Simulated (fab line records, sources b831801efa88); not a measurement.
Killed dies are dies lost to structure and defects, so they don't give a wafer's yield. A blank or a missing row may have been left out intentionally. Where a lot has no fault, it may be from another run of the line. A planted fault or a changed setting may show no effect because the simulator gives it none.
Which tool is to blame? | flow sky130 | 10 lots, 30 wafers sampled, at 2 steps of a route of 708

== WHAT THE GAUGES SHOWED, per wafer ==
SKY_LOCAL_INTERCONNECT_RS_MEAS_01: the measuring method here is four-point-probe.
lot  | measured     | on           | LOCAL_INTERCONNECT_TIN_RS (ohm/sq)
L287 | day 28 23:49 | filmMetro-01 | 14.22 14.10 14.24
L289 | day 30 01:56 | filmMetro-02 | 13.93 14.08 14.08
L295 | day 32 04:22 | filmMetro-02 | 14.45 14.27 14.52
L296 | day 32 06:26 | filmMetro-03 | 14.20 14.07 14.17
L304 | day 34 20:53 | filmMetro-01 | 10.19 14.13 14.11 10.20 14.16 14.11
L305 | day 35 02:16 | filmMetro-02 | 10.24 14.06 14.15 10.24 14.08 14.14
L306 | day 35 11:50 | filmMetro-01 | 14.06 14.24 13.94
L307 | day 35 16:31 | filmMetro-03 | 14.09 14.20 14.03
L308 | day 36 10:19 | filmMetro-02 | 13.99 14.12 14.14
L309 | day 36 13:25 | filmMetro-02 | 13.99 13.98 14.05

== WHICH TOOL RAN EACH LOT (tool, then ch and the chambers of the sampled wafers, then the start) ==
lot  | SKY_LOCAL_INTERCONNECT_SPUTTER_00
L287 | pvdSputter-02, day 28 23:44
L289 | pvdSputter-04, day 30 01:50
L295 | pvdSputter-04, day 32 04:18
L296 | pvdSputter-04, day 32 06:22
L304 | pvdSputter-04, day 34 20:49
L305 | pvdSputter-04, day 35 02:10
L306 | pvdSputter-02, day 35 11:46
L307 | pvdSputter-02, day 35 16:28
L308 | pvdSputter-01, day 36 10:14
L309 | pvdSputter-01, day 36 13:19
- SKY_LOCAL_INTERCONNECT_SPUTTER_00: material TiN, target thk 100 nm, time 83.3 s.

== THE ANSWER, worked out from the rows above alone ==
Rule: the usual values come from the lots themselves. The widest of any qualifying gaps counts: lots, ordered by their means at a reading, are off when they make up no more than a third of the lots, leave a main group of 4 or more, and stand apart from it by 3 or more times the standard deviation of that group's means. Not used: any main group whose means are identical at the precision the tables above print for the reading. A lot without any number at a reading at which 4 lots or more have one is off too. Where the step has rows for the other lots, those lots are counted as sound.
Off: at SKY_LOCAL_INTERCONNECT_RS_MEAS_01 (LOCAL_INTERCONNECT_TIN_RS), L304, L305. The main group: mean 14.13 ohm/sq, standard deviation 0.12.
A tool fits if, at a process step before that reading, it ran every lot that is off, and no sound lot after the first of them. Gauges at SKY_LOCAL_INTERCONNECT_RS_MEAS_01: tried the same way as those tools. One candidate fits, namely pvdSputter-04 at SKY_LOCAL_INTERCONNECT_SPUTTER_00. A fault onset in the window from L296 (day 32 06:22, its last sound lot) to L304 (day 34 20:49, its first lot off) fits.

== WHAT HAD BEEN PUT IN BY THE SIMULATOR ==
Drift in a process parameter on pvdSputter-04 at SKY_LOCAL_INTERCONNECT_SPUTTER_00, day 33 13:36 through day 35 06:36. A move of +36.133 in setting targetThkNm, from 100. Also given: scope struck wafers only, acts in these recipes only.
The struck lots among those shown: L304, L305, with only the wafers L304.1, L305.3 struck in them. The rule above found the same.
